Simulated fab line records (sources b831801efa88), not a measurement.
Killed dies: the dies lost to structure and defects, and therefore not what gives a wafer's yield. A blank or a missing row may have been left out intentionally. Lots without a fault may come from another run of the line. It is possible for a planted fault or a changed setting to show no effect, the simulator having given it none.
fab line records / flow sky130
[record] lots = 11 wafers = 33 last_day = 51
route steps=708 shown LI_CONTACT@381 LOCAL_INTERCONNECT@389 CONTACT@408
lots untouched by any fault: they come from a run of this same line in which no faults occurred
start_h: the number of hours between the record's first day and the start of the first shown wafer of the lot / wait_h: how many hours have passed since the lot's step before this one / " identical to the entry in the row above / L1.1+2: one row covering several wafers at once / - no value present, or no start provided / * or withheld: withheld / < > ~ a bound
route shown NAME@n: a module of which the file shows steps, and the number in the route of the first / usual: mean and standard deviation over wafers with no fault / same: alike in all rows / chamber/n: place in a boat / sites: each site's reading / _std_site: how widely they spread, as a standard deviation / _edge_site: mean of outer sites minus mean of inner sites / radius_mm: for every site, how far away it sits from the centre of the wafer / mask NAME#n: copy n / behind: the last tool/chamber to shape the wafer / hold: why the lot was held/for how many hours/how that ended / device: the transistor (n, p or np) that didn't switch / end of line: tests of these same wafers at the route's end / step lacking rows: just its recipe / killed: dies lost to structure and defects at the first sort, not the wafer's yield / map: dies across one wafer; x = killed, . = not, _ = none there
set.NAME: setting as actually run; set.NAME@STEP: the setting as run at that earlier step / model.NAME: the simulator's own value behind a step, which no gauge read
one table for each step of the route and one row for each wafer, over a sample of lots
services: when a tool's chamber went out of use (start_h, in hours from the record's first day, below 0 if earlier), for how many hours, and the reason
[[steps]]
[step SKY_LI_CONTACT_SPUTTER_19]
[recipe] material = Ti target_thk_nm = 20 chamber_pressure_pa = 5 power_w = 2500 substrate_temp_c = 200 time_s = 106.37
[usual] throttle_valve_pct = 30.3/1.1
lot.wafer=L360.2 tool=pvd_sputter-02 chamber=- start_h=696.16 wait_h=0.0 throttle_valve_pct=28.6
lot.wafer=L360.3 tool=pvd_sputter-02 chamber=- start_h=696.16 wait_h=0.0 throttle_valve_pct=32.1
lot.wafer=L360.4 tool=pvd_sputter-02 chamber=- start_h=696.16 wait_h=0.0 throttle_valve_pct=29.2
lot.wafer=L362.3 tool=pvd_sputter-02 chamber=- start_h=713.42 wait_h=0.0 throttle_valve_pct=31.9
lot.wafer=L362.4 tool=pvd_sputter-02 chamber=- start_h=713.42 wait_h=0.0 throttle_valve_pct=31.2
lot.wafer=L362.5 tool=pvd_sputter-02 chamber=- start_h=713.42 wait_h=0.0 throttle_valve_pct=31.9
lot.wafer=L363.2 tool=pvd_sputter-01 chamber=- start_h=722.95 wait_h=0.0 throttle_valve_pct=31.4
lot.wafer=L363.3 tool=pvd_sputter-01 chamber=- start_h=722.95 wait_h=0.0 throttle_valve_pct=29.3
lot.wafer=L363.6 tool=pvd_sputter-01 chamber=- start_h=722.95 wait_h=0.0 throttle_valve_pct=30.7
lot.wafer=L364.3 tool=pvd_sputter-04 chamber=- start_h=732.05 wait_h=0.0 throttle_valve_pct=30.1
lot.wafer=L364.4 tool=pvd_sputter-04 chamber=- start_h=732.05 wait_h=0.0 throttle_valve_pct=31.5
lot.wafer=L364.5 tool=pvd_sputter-04 chamber=- start_h=732.05 wait_h=0.0 throttle_valve_pct=29.6
lot.wafer=L365.1 tool=pvd_sputter-01 chamber=- start_h=736.34 wait_h=0.0 throttle_valve_pct=30.6
lot.wafer=L365.2 tool=pvd_sputter-01 chamber=- start_h=736.34 wait_h=0.0 throttle_valve_pct=31.5
lot.wafer=L365.4 tool=pvd_sputter-01 chamber=- start_h=736.34 wait_h=0.0 throttle_valve_pct=29.0
lot.wafer=L371.1 tool=pvd_sputter-04 chamber=- start_h=788.90 wait_h=0.0 throttle_valve_pct=30.3
lot.wafer=L371.4 tool=pvd_sputter-04 chamber=- start_h=788.90 wait_h=0.0 throttle_valve_pct=29.5
lot.wafer=L371.6 tool=pvd_sputter-04 chamber=- start_h=788.90 wait_h=0.0 throttle_valve_pct=30.4
lot.wafer=L373.2 tool=pvd_sputter-01 chamber=- start_h=804.30 wait_h=0.0 throttle_valve_pct=28.5
lot.wafer=L373.4 tool=pvd_sputter-01 chamber=- start_h=804.30 wait_h=0.0 throttle_valve_pct=31.3
lot.wafer=L373.5 tool=pvd_sputter-01 chamber=- start_h=804.30 wait_h=0.0 throttle_valve_pct=28.8
lot.wafer=L377.1 tool=pvd_sputter-02 chamber=- start_h=829.02 wait_h=0.0 throttle_valve_pct=31.1
lot.wafer=L377.2 tool=pvd_sputter-02 chamber=- start_h=829.02 wait_h=0.0 throttle_valve_pct=28.6
lot.wafer=L377.4 tool=pvd_sputter-02 chamber=- start_h=829.02 wait_h=0.0 throttle_valve_pct=29.5
lot.wafer=L381.1 tool=pvd_sputter-04 chamber=- start_h=853.20 wait_h=0.0 throttle_valve_pct=31.5
lot.wafer=L381.4 tool=pvd_sputter-04 chamber=- start_h=853.20 wait_h=0.0 throttle_valve_pct=29.3
lot.wafer=L381.6 tool=pvd_sputter-04 chamber=- start_h=853.20 wait_h=0.0 throttle_valve_pct=30.8
lot.wafer=L382.1 tool=pvd_sputter-01 chamber=- start_h=864.84 wait_h=0.0 throttle_valve_pct=30.8
lot.wafer=L382.3 tool=pvd_sputter-01 chamber=- start_h=864.84 wait_h=0.0 throttle_valve_pct=29.3
lot.wafer=L382.5 tool=pvd_sputter-01 chamber=- start_h=864.84 wait_h=0.0 throttle_valve_pct=31.3
lot.wafer=L383.2 tool=pvd_sputter-02 chamber=- start_h=873.37 wait_h=0.0 throttle_valve_pct=28.3
lot.wafer=L383.4 tool=pvd_sputter-02 chamber=- start_h=873.37 wait_h=0.0 throttle_valve_pct=31.9
lot.wafer=L383.6 tool=pvd_sputter-02 chamber=- start_h=873.37 wait_h=0.0 throttle_valve_pct=31.9
[step SKY_LOCAL_INTERCONNECT_THK_MEAS_02]
[recipe] thk_meas_gauge = xrf reads = TiN_of_LOCAL_INTERCONNECT_SPUTTER_00
[usual] LOCAL_INTERCONNECT_TIN_THK = 99.9/1.2
lot.wafer=L360.2 tool=film_metro-01 chamber=- start_h=697.22 wait_h=0.1 LOCAL_INTERCONNECT_TIN_THK[nm]=100.1
lot.wafer=L360.3 tool=film_metro-01 chamber=- start_h=697.22 wait_h=0.1 LOCAL_INTERCONNECT_TIN_THK[nm]=100.1
lot.wafer=L360.4 tool=film_metro-01 chamber=- start_h=697.22 wait_h=0.1 LOCAL_INTERCONNECT_TIN_THK[nm]=99.7
lot.wafer=L362.3 tool=film_metro-01 chamber=- start_h=714.36 wait_h=0.1 LOCAL_INTERCONNECT_TIN_THK[nm]=97.6
lot.wafer=L362.4 tool=film_metro-01 chamber=- start_h=714.36 wait_h=0.1 LOCAL_INTERCONNECT_TIN_THK[nm]=98.7
lot.wafer=L362.5 tool=film_metro-01 chamber=- start_h=714.36 wait_h=0.1 LOCAL_INTERCONNECT_TIN_THK[nm]=98.8
lot.wafer=L363.2 tool=film_metro-03 chamber=- start_h=723.88 wait_h=0.1 LOCAL_INTERCONNECT_TIN_THK[nm]=99.5
lot.wafer=L363.3 tool=film_metro-03 chamber=- start_h=723.88 wait_h=0.1 LOCAL_INTERCONNECT_TIN_THK[nm]=99.2
lot.wafer=L363.6 tool=film_metro-03 chamber=- start_h=723.88 wait_h=0.1 LOCAL_INTERCONNECT_TIN_THK[nm]=99.0
lot.wafer=L364.3 tool=film_metro-02 chamber=- start_h=732.99 wait_h=0.1 LOCAL_INTERCONNECT_TIN_THK[nm]=100.0
lot.wafer=L364.4 tool=film_metro-02 chamber=- start_h=732.99 wait_h=0.1 LOCAL_INTERCONNECT_TIN_THK[nm]=99.2
lot.wafer=L364.5 tool=film_metro-02 chamber=- start_h=732.99 wait_h=0.1 LOCAL_INTERCONNECT_TIN_THK[nm]=99.7
lot.wafer=L365.1 tool=film_metro-01 chamber=- start_h=737.26 wait_h=0.1 LOCAL_INTERCONNECT_TIN_THK[nm]=100.9
lot.wafer=L365.2 tool=film_metro-01 chamber=- start_h=737.26 wait_h=0.1 LOCAL_INTERCONNECT_TIN_THK[nm]=100.4
lot.wafer=L365.4 tool=film_metro-01 chamber=- start_h=737.26 wait_h=0.1 LOCAL_INTERCONNECT_TIN_THK[nm]=99.6
lot.wafer=L371.1 tool=film_metro-02 chamber=- start_h=789.82 wait_h=0.1 LOCAL_INTERCONNECT_TIN_THK[nm]=98.5
lot.wafer=L371.4 tool=film_metro-02 chamber=- start_h=789.82 wait_h=0.1 LOCAL_INTERCONNECT_TIN_THK[nm]=99.2
lot.wafer=L371.6 tool=film_metro-02 chamber=- start_h=789.82 wait_h=0.1 LOCAL_INTERCONNECT_TIN_THK[nm]=99.2
lot.wafer=L373.2 tool=film_metro-03 chamber=- start_h=805.36 wait_h=0.1 LOCAL_INTERCONNECT_TIN_THK[nm]=99.2
lot.wafer=L373.4 tool=film_metro-03 chamber=- start_h=805.36 wait_h=0.1 LOCAL_INTERCONNECT_TIN_THK[nm]=98.6
lot.wafer=L373.5 tool=film_metro-03 chamber=- start_h=805.36 wait_h=0.1 LOCAL_INTERCONNECT_TIN_THK[nm]=98.8
lot.wafer=L377.1 tool=film_metro-03 chamber=- start_h=829.94 wait_h=0.1 LOCAL_INTERCONNECT_TIN_THK[nm]=101.6
lot.wafer=L377.2 tool=film_metro-03 chamber=- start_h=829.94 wait_h=0.1 LOCAL_INTERCONNECT_TIN_THK[nm]=101.5
lot.wafer=L377.4 tool=film_metro-03 chamber=- start_h=829.94 wait_h=0.1 LOCAL_INTERCONNECT_TIN_THK[nm]=100.5
lot.wafer=L381.1 tool=film_metro-01 chamber=- start_h=854.13 wait_h=0.1 LOCAL_INTERCONNECT_TIN_THK[nm]=100.4
lot.wafer=L381.4 tool=film_metro-01 chamber=- start_h=854.13 wait_h=0.1 LOCAL_INTERCONNECT_TIN_THK[nm]=100.4
lot.wafer=L381.6 tool=film_metro-01 chamber=- start_h=854.13 wait_h=0.1 LOCAL_INTERCONNECT_TIN_THK[nm]=99.9
lot.wafer=L382.1 tool=film_metro-02 chamber=- start_h=865.76 wait_h=0.1 LOCAL_INTERCONNECT_TIN_THK[nm]=99.1
lot.wafer=L382.3 tool=film_metro-02 chamber=- start_h=865.76 wait_h=0.1 LOCAL_INTERCONNECT_TIN_THK[nm]=100.0
lot.wafer=L382.5 tool=film_metro-02 chamber=- start_h=865.76 wait_h=0.1 LOCAL_INTERCONNECT_TIN_THK[nm]=99.5
lot.wafer=L383.2 tool=film_metro-01 chamber=- start_h=874.30 wait_h=0.1 LOCAL_INTERCONNECT_TIN_THK[nm]=99.8
lot.wafer=L383.4 tool=film_metro-01 chamber=- start_h=874.30 wait_h=0.1 LOCAL_INTERCONNECT_TIN_THK[nm]=98.3
lot.wafer=L383.6 tool=film_metro-01 chamber=- start_h=874.30 wait_h=0.1 LOCAL_INTERCONNECT_TIN_THK[nm]=98.9
[step SKY_CONTACT_HDPCVD_02]
[recipe] material = SiO2 target_thk_nm = 565 sigma_open_frac = 0.3 time_s = 94.2 temp_c = 600 sih4_flow_sccm = 60 pressure_mtorr = 6
lot.wafer=L360.2+3+4 tool=hdpcvd-02 chamber=0,1,0 start_h=726.36 wait_h=0.0
lot.wafer=L362.3+4+5 tool=hdpcvd-01 chamber=1,0,2 start_h=742.71 wait_h=0.0
lot.wafer=L363.2+3+6 tool=hdpcvd-01 chamber=2,1,1 start_h=752.27 wait_h=0.0
lot.wafer=L364.3+4+5 tool=hdpcvd-02 chamber=1,0,1 start_h=761.96 wait_h=0.0
lot.wafer=L365.1+2+4 tool=hdpcvd-01 chamber=0,1,0 start_h=765.78 wait_h=0.1
lot.wafer=L371.1+4+6 tool=hdpcvd-02 chamber=0,2,0 start_h=818.05 wait_h=0.1
lot.wafer=L373.2+4+5 tool=hdpcvd-01 chamber=0,1,2 start_h=833.84 wait_h=0.0
lot.wafer=L377.1+2+4 tool=hdpcvd-01 chamber=0,1,0 start_h=857.72 wait_h=0.1
lot.wafer=L381.1+4+6 tool=hdpcvd-02 chamber=2,0,2 start_h=881.68 wait_h=0.1
lot.wafer=L382.1+3+5 tool=hdpcvd-01 chamber=0,1,0 start_h=893.41 wait_h=0.1
lot.wafer=L383.2+4+6 tool=hdpcvd-01 chamber=2,2,0 start_h=902.63 wait_h=0.0
[step SKY_CONTACT_THK_MEAS_03]
[recipe] reads = SiO2_of_CONTACT_HDPCVD_02
[usual] CONTACT_HDPCVD_THK = 563/6.4
lot.wafer=L360.2 tool=film_metro-04 chamber=- start_h=726.44 wait_h=0.0 CONTACT_HDPCVD_THK[nm]=546
lot.wafer=L360.3 tool=film_metro-04 chamber=- start_h=726.44 wait_h=0.0 CONTACT_HDPCVD_THK[nm]=561
lot.wafer=L360.4 tool=film_metro-04 chamber=- start_h=726.44 wait_h=0.0 CONTACT_HDPCVD_THK[nm]=549
lot.wafer=L362.3 tool=film_metro-04 chamber=- start_h=742.80 wait_h=0.1 CONTACT_HDPCVD_THK[nm]=571
lot.wafer=L362.4 tool=film_metro-04 chamber=- start_h=742.80 wait_h=0.1 CONTACT_HDPCVD_THK[nm]=564
lot.wafer=L362.5 tool=film_metro-04 chamber=- start_h=742.80 wait_h=0.1 CONTACT_HDPCVD_THK[nm]=562
lot.wafer=L363.2 tool=film_metro-04 chamber=- start_h=752.35 wait_h=0.0 CONTACT_HDPCVD_THK[nm]=568
lot.wafer=L363.3 tool=film_metro-04 chamber=- start_h=752.35 wait_h=0.0 CONTACT_HDPCVD_THK[nm]=571
lot.wafer=L363.6 tool=film_metro-04 chamber=- start_h=752.35 wait_h=0.0 CONTACT_HDPCVD_THK[nm]=570
lot.wafer=L364.3 tool=film_metro-01 chamber=- start_h=762.05 wait_h=0.1 CONTACT_HDPCVD_THK[nm]=570
lot.wafer=L364.4 tool=film_metro-01 chamber=- start_h=762.05 wait_h=0.1 CONTACT_HDPCVD_THK[nm]=559
lot.wafer=L364.5 tool=film_metro-01 chamber=- start_h=762.05 wait_h=0.1 CONTACT_HDPCVD_THK[nm]=569
lot.wafer=L365.1 tool=film_metro-01 chamber=- start_h=765.85 wait_h=0.0 CONTACT_HDPCVD_THK[nm]=560
lot.wafer=L365.2 tool=film_metro-01 chamber=- start_h=765.85 wait_h=0.0 CONTACT_HDPCVD_THK[nm]=568
lot.wafer=L365.4 tool=film_metro-01 chamber=- start_h=765.85 wait_h=0.0 CONTACT_HDPCVD_THK[nm]=562
lot.wafer=L371.1 tool=film_metro-01 chamber=- start_h=818.15 wait_h=0.1 CONTACT_HDPCVD_THK[nm]=552
lot.wafer=L371.4 tool=film_metro-01 chamber=- start_h=818.15 wait_h=0.1 CONTACT_HDPCVD_THK[nm]=396
lot.wafer=L371.6 tool=film_metro-01 chamber=- start_h=818.15 wait_h=0.1 CONTACT_HDPCVD_THK[nm]=550
lot.wafer=L373.2 tool=film_metro-02 chamber=- start_h=833.92 wait_h=0.0 CONTACT_HDPCVD_THK[nm]=565
lot.wafer=L373.4 tool=film_metro-02 chamber=- start_h=833.92 wait_h=0.0 CONTACT_HDPCVD_THK[nm]=564
lot.wafer=L373.5 tool=film_metro-02 chamber=- start_h=833.92 wait_h=0.0 CONTACT_HDPCVD_THK[nm]=570
lot.wafer=L377.1 tool=film_metro-02 chamber=- start_h=857.79 wait_h=0.0 CONTACT_HDPCVD_THK[nm]=558
lot.wafer=L377.2 tool=film_metro-02 chamber=- start_h=857.79 wait_h=0.0 CONTACT_HDPCVD_THK[nm]=559
lot.wafer=L377.4 tool=film_metro-02 chamber=- start_h=857.79 wait_h=0.0 CONTACT_HDPCVD_THK[nm]=567
lot.wafer=L381.1 tool=film_metro-01 chamber=- start_h=881.75 wait_h=0.0 CONTACT_HDPCVD_THK[nm]=568
lot.wafer=L381.4 tool=film_metro-01 chamber=- start_h=881.75 wait_h=0.0 CONTACT_HDPCVD_THK[nm]=560
lot.wafer=L381.6 tool=film_metro-01 chamber=- start_h=881.75 wait_h=0.0 CONTACT_HDPCVD_THK[nm]=566
lot.wafer=L382.1 tool=film_metro-01 chamber=- start_h=893.48 wait_h=0.0 CONTACT_HDPCVD_THK[nm]=565
lot.wafer=L382.3 tool=film_metro-01 chamber=- start_h=893.48 wait_h=0.0 CONTACT_HDPCVD_THK[nm]=562
lot.wafer=L382.5 tool=film_metro-01 chamber=- start_h=893.48 wait_h=0.0 CONTACT_HDPCVD_THK[nm]=568
lot.wafer=L383.2 tool=film_metro-04 chamber=- start_h=902.71 wait_h=0.0 CONTACT_HDPCVD_THK[nm]=568
lot.wafer=L383.4 tool=film_metro-04 chamber=- start_h=902.71 wait_h=0.0 CONTACT_HDPCVD_THK[nm]=561
lot.wafer=L383.6 tool=film_metro-04 chamber=- start_h=902.71 wait_h=0.0 CONTACT_HDPCVD_THK[nm]=566
[step SKY_CONTACT_CMP_04]
[recipe] material = SiO2 down_force_psi = 4 platen_rpm = 60 pad_velocity_m_s = 0.94248
[usual] motor_current_A = 12.0/1 slurry_flow_ml_min = 150.1/0.46 time_to_endpoint_s = 81/3.8
lot.wafer=L360.4 tool=cmp-01 chamber=0 start_h=726.49 wait_h=0.0 motor_current_A=11.5 slurry_flow_ml_min=150.7 time_to_endpoint_s=75
lot.wafer=L360.3 tool=cmp-01 chamber=2 start_h=726.49 wait_h=0.0 motor_current_A=14.5 slurry_flow_ml_min=149.3 time_to_endpoint_s=84
lot.wafer=L360.2 tool=cmp-01 chamber=3 start_h=726.49 wait_h=0.0 motor_current_A=10.8 slurry_flow_ml_min=150.0 time_to_endpoint_s=75
lot.wafer=L362.3 tool=cmp-01 chamber=1 start_h=742.94 wait_h=0.1 motor_current_A=10.8 slurry_flow_ml_min=150.1 time_to_endpoint_s=83
lot.wafer=L362.4 tool=cmp-01 chamber=2 start_h=742.94 wait_h=0.1 motor_current_A=14.3 slurry_flow_ml_min=149.5 time_to_endpoint_s=83
lot.wafer=L362.5 tool=cmp-01 chamber=0 start_h=742.94 wait_h=0.1 motor_current_A=10.8 slurry_flow_ml_min=149.5 time_to_endpoint_s=76
lot.wafer=L363.3 tool=cmp-02 chamber=3 start_h=752.40 wait_h=0.0 motor_current_A=12.2 slurry_flow_ml_min=150.3 time_to_endpoint_s=88
lot.wafer=L363.2 tool=cmp-02 chamber=0 start_h=752.40 wait_h=0.0 motor_current_A=13.0 slurry_flow_ml_min=150.0 time_to_endpoint_s=86
lot.wafer=L363.6 tool=cmp-02 chamber=0 start_h=752.40 wait_h=0.0 motor_current_A=13.3 slurry_flow_ml_min=149.9 time_to_endpoint_s=86
lot.wafer=L364.3 tool=cmp-01 chamber=2 start_h=762.14 wait_h=0.1 motor_current_A=13.8 slurry_flow_ml_min=150.5 time_to_endpoint_s=84
lot.wafer=L364.4 tool=cmp-01 chamber=0 start_h=762.14 wait_h=0.1 motor_current_A=11.3 slurry_flow_ml_min=150.7 time_to_endpoint_s=79
lot.wafer=L364.5 tool=cmp-01 chamber=2 start_h=762.14 wait_h=0.1 motor_current_A=13.9 slurry_flow_ml_min=150.8 time_to_endpoint_s=83
lot.wafer=L365.2 tool=cmp-02 chamber=1 start_h=765.96 wait_h=0.1 motor_current_A=11.5 slurry_flow_ml_min=150.8 time_to_endpoint_s=82
lot.wafer=L365.1 tool=cmp-02 chamber=2 start_h=765.96 wait_h=0.1 motor_current_A=10.9 slurry_flow_ml_min=149.9 time_to_endpoint_s=82
lot.wafer=L365.4 tool=cmp-02 chamber=3 start_h=765.96 wait_h=0.1 motor_current_A=12.1 slurry_flow_ml_min=151.0 time_to_endpoint_s=83
lot.wafer=L371.4 tool=cmp-02 chamber=0 start_h=818.31 wait_h=0.1 motor_current_A=13.1 slurry_flow_ml_min=149.7 time_to_endpoint_s=22
lot.wafer=L371.1 tool=cmp-02 chamber=1 start_h=818.31 wait_h=0.1 motor_current_A=11.3 slurry_flow_ml_min=150.0 time_to_endpoint_s=81
lot.wafer=L371.6 tool=cmp-02 chamber=3 start_h=818.31 wait_h=0.1 motor_current_A=11.8 slurry_flow_ml_min=150.0 time_to_endpoint_s=85
lot.wafer=L373.2 tool=cmp-02 chamber=0 start_h=834.02 wait_h=0.1 motor_current_A=13.7 slurry_flow_ml_min=150.7 time_to_endpoint_s=79
lot.wafer=L373.4 tool=cmp-02 chamber=2 start_h=834.02 wait_h=0.1 motor_current_A=10.9 slurry_flow_ml_min=150.2 time_to_endpoint_s=75
lot.wafer=L373.5 tool=cmp-02 chamber=0 start_h=834.02 wait_h=0.1 motor_current_A=12.9 slurry_flow_ml_min=150.9 time_to_endpoint_s=85
lot.wafer=L377.2 tool=cmp-02 chamber=2 start_h=857.85 wait_h=0.0 motor_current_A=11.0 slurry_flow_ml_min=149.8 time_to_endpoint_s=83
lot.wafer=L377.1 tool=cmp-02 chamber=3 start_h=857.85 wait_h=0.0 motor_current_A=11.9 slurry_flow_ml_min=149.4 time_to_endpoint_s=87
lot.wafer=L377.4 tool=cmp-02 chamber=0 start_h=857.85 wait_h=0.0 motor_current_A=13.4 slurry_flow_ml_min=150.3 time_to_endpoint_s=89
lot.wafer=L381.4 tool=cmp-01 chamber=2 start_h=881.81 wait_h=0.0 motor_current_A=14.7 slurry_flow_ml_min=149.9 time_to_endpoint_s=84
lot.wafer=L381.1 tool=cmp-01 chamber=3 start_h=881.81 wait_h=0.0 motor_current_A=11.7 slurry_flow_ml_min=149.8 time_to_endpoint_s=82
lot.wafer=L381.6 tool=cmp-01 chamber=2 start_h=881.81 wait_h=0.0 motor_current_A=14.0 slurry_flow_ml_min=149.3 time_to_endpoint_s=83
lot.wafer=L382.1 tool=cmp-01 chamber=1 start_h=893.64 wait_h=0.1 motor_current_A=11.4 slurry_flow_ml_min=150.7 time_to_endpoint_s=78
lot.wafer=L382.3 tool=cmp-01 chamber=2 start_h=893.64 wait_h=0.1 motor_current_A=14.0 slurry_flow_ml_min=150.8 time_to_endpoint_s=81
lot.wafer=L382.5 tool=cmp-01 chamber=0 start_h=893.64 wait_h=0.1 motor_current_A=11.2 slurry_flow_ml_min=149.9 time_to_endpoint_s=80
lot.wafer=L383.2 tool=cmp-01 chamber=3 start_h=902.76 wait_h=0.0 motor_current_A=11.6 slurry_flow_ml_min=150.1 time_to_endpoint_s=82
lot.wafer=L383.4 tool=cmp-01 chamber=2 start_h=902.76 wait_h=0.0 motor_current_A=13.8 slurry_flow_ml_min=150.1 time_to_endpoint_s=80
lot.wafer=L383.6 tool=cmp-01 chamber=0 start_h=902.76 wait_h=0.0 motor_current_A=11.4 slurry_flow_ml_min=149.8 time_to_endpoint_s=79
[step SKY_CONTACT_CD_MEAS_14]
[recipe] target_cd_nm = 170
[usual] cd_nm = 170.6/1.8
lot.wafer=L360.2 tool=cd_sem-02 chamber=- start_h=754.26 wait_h=- cd_nm=168.5
lot.wafer=L360.3 tool=cd_sem-02 chamber=- start_h=754.26 wait_h=- cd_nm=168.1
lot.wafer=L360.4 tool=cd_sem-02 chamber=- start_h=754.26 wait_h=- cd_nm=168.2
lot.wafer=L362.3 tool=cd_sem-01 chamber=- start_h=771.40 wait_h=- cd_nm=171.4
lot.wafer=L362.4 tool=cd_sem-01 chamber=- start_h=771.40 wait_h=- cd_nm=171.4
lot.wafer=L362.5 tool=cd_sem-01 chamber=- start_h=771.40 wait_h=- cd_nm=170.5
lot.wafer=L363.2 tool=cd_sem-02 chamber=- start_h=780.29 wait_h=- cd_nm=171.1
lot.wafer=L363.3 tool=cd_sem-02 chamber=- start_h=780.29 wait_h=- cd_nm=170.4
lot.wafer=L363.6 tool=cd_sem-02 chamber=- start_h=780.29 wait_h=- cd_nm=170.6
lot.wafer=L364.3 tool=cd_sem-01 chamber=- start_h=790.05 wait_h=- cd_nm=170.4
lot.wafer=L364.4 tool=cd_sem-01 chamber=- start_h=790.05 wait_h=- cd_nm=170.2
lot.wafer=L364.5 tool=cd_sem-01 chamber=- start_h=790.05 wait_h=- cd_nm=170.0
lot.wafer=L365.1 tool=cd_sem-02 chamber=- start_h=793.77 wait_h=- cd_nm=170.7
lot.wafer=L365.2 tool=cd_sem-02 chamber=- start_h=793.77 wait_h=- cd_nm=171.6
lot.wafer=L365.4 tool=cd_sem-02 chamber=- start_h=793.77 wait_h=- cd_nm=170.1
lot.wafer=L371.1 tool=cd_sem-01 chamber=- start_h=844.74 wait_h=- cd_nm=169.4
lot.wafer=L371.4 tool=cd_sem-01 chamber=- start_h=844.74 wait_h=- cd_nm=170.3
lot.wafer=L371.6 tool=cd_sem-01 chamber=- start_h=844.74 wait_h=- cd_nm=170.1
lot.wafer=L373.2 tool=cd_sem-01 chamber=- start_h=861.11 wait_h=- cd_nm=169.7
lot.wafer=L373.4 tool=cd_sem-01 chamber=- start_h=861.11 wait_h=- cd_nm=170.9
lot.wafer=L373.5 tool=cd_sem-01 chamber=- start_h=861.11 wait_h=- cd_nm=170.9
lot.wafer=L377.1 tool=cd_sem-01 chamber=- start_h=884.19 wait_h=- cd_nm=170.2
lot.wafer=L377.2 tool=cd_sem-01 chamber=- start_h=884.19 wait_h=- cd_nm=169.1
lot.wafer=L377.4 tool=cd_sem-01 chamber=- start_h=884.19 wait_h=- cd_nm=167.9
lot.wafer=L381.1 tool=cd_sem-02 chamber=- start_h=908.46 wait_h=- cd_nm=170.8
lot.wafer=L381.4 tool=cd_sem-02 chamber=- start_h=908.46 wait_h=- cd_nm=171.2
lot.wafer=L381.6 tool=cd_sem-02 chamber=- start_h=908.46 wait_h=- cd_nm=170.5
lot.wafer=L382.1 tool=cd_sem-02 chamber=- start_h=919.56 wait_h=- cd_nm=169.4
lot.wafer=L382.3 tool=cd_sem-02 chamber=- start_h=919.56 wait_h=- cd_nm=170.5
lot.wafer=L382.5 tool=cd_sem-02 chamber=- start_h=919.56 wait_h=- cd_nm=169.8
lot.wafer=L383.2 tool=cd_sem-02 chamber=- start_h=927.98 wait_h=- cd_nm=170.0
lot.wafer=L383.4 tool=cd_sem-02 chamber=- start_h=927.98 wait_h=- cd_nm=170.7
lot.wafer=L383.6 tool=cd_sem-02 chamber=- start_h=927.98 wait_h=- cd_nm=171.0
[[services]]
tool=cmp-01 chamber=- start_h=674.86 hours=0.8 kind=repair
tool=cmp-02 chamber=- start_h=691.83 hours=3.9 kind=pm
tool=pvd_sputter-04 chamber=- start_h=699.90 hours=4.6 kind=repair
tool=cmp-02 chamber=- start_h=705.73 hours=0.9 kind=repair
tool=cmp-01 chamber=- start_h=741.76 hours=0.6 kind=repair
tool=cmp-02 chamber=- start_h=744.00 hours=4.0 kind=pm
tool=pvd_sputter-02 chamber=0 start_h=744.50 hours=- kind=consumable_replace:kit
tool=pvd_sputter-02 chamber=0 start_h=744.50 hours=18.0 kind=scheduled_down
tool=pvd_sputter-02 chamber=0 start_h=744.50 hours=18.0 kind=vent_cycle
tool=cmp-02 chamber=- start_h=748.00 hours=- kind=consumable_replace:conditioner
tool=cmp-02 chamber=- start_h=748.00 hours=- kind=consumable_replace:pad
tool=hdpcvd-02 chamber=- start_h=751.23 hours=6.0 kind=pm
tool=pvd_sputter-04 chamber=- start_h=766.50 hours=12.0 kind=repair
tool=cmp-01 chamber=- start_h=777.04 hours=2.4 kind=repair
tool=cmp-02 chamber=- start_h=782.32 hours=0.3 kind=repair
tool=hdpcvd-02 chamber=- start_h=803.94 hours=0.7 kind=repair
tool=hdpcvd-01 chamber=1 start_h=810.16 hours=5.1 kind=repair
tool=hdpcvd-02 chamber=1 start_h=814.92 hours=9.5 kind=repair
tool=cmp-02 chamber=- start_h=820.89 hours=0.3 kind=repair
tool=cmp-01 chamber=- start_h=823.42 hours=4.8 kind=pm
tool=pvd_sputter-04 chamber=- start_h=842.99 hours=1.3 kind=repair
tool=pvd_sputter-01 chamber=- start_h=884.63 hours=2.1 kind=repair
tool=pvd_sputter-02 chamber=3 start_h=894.32 hours=- kind=consumable_replace:kit
tool=pvd_sputter-02 chamber=- start_h=900.67 hours=3.4 kind=repair
[[key]]
[first_sign] step = SKY_CONTACT_THK_MEAS_03 reading = CONTACT_HDPCVD_THK direction = down sigmas = 26 usual = 563 struck = 396
[effect] step = SKY_CONTACT_CMP_04 reading = time_to_endpoint_s direction = down sigmas = 15 usual = * struck = *
met_at SKY_CONTACT_HDPCVD_02
struck_lots L371
struck_wafers L371.4
sort_left_out L371.4
tester_left_out L371
not_acting_at SKY_LI_CONTACT_SPUTTER_19,SKY_LOCAL_INTERCONNECT_THK_MEAS_02,SKY_CONTACT_CD_MEAS_14
[fault] kind = process_parameter_drift tool = hdpcvd-02 chamber = 2 onset_h = 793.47 steps = SKY_CONTACT_HDPCVD_02 channel = target_thk_nm offset = -167.14 shape = step end_h = 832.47 acts_in = these_recipes_only stated = 565
// tester_left_out: of these lots the tester's yield and bins aren't shown, on N5 and GAA mostly nor the transistor test; their killed dies are dies lost to structure and defects alone, not to doping, threshold or leakage, so they don't give the yield
// sort_left_out: the simulated sort isn't trusted on such a fault, so these wafers' sort isn't shown, and their yield isn't known
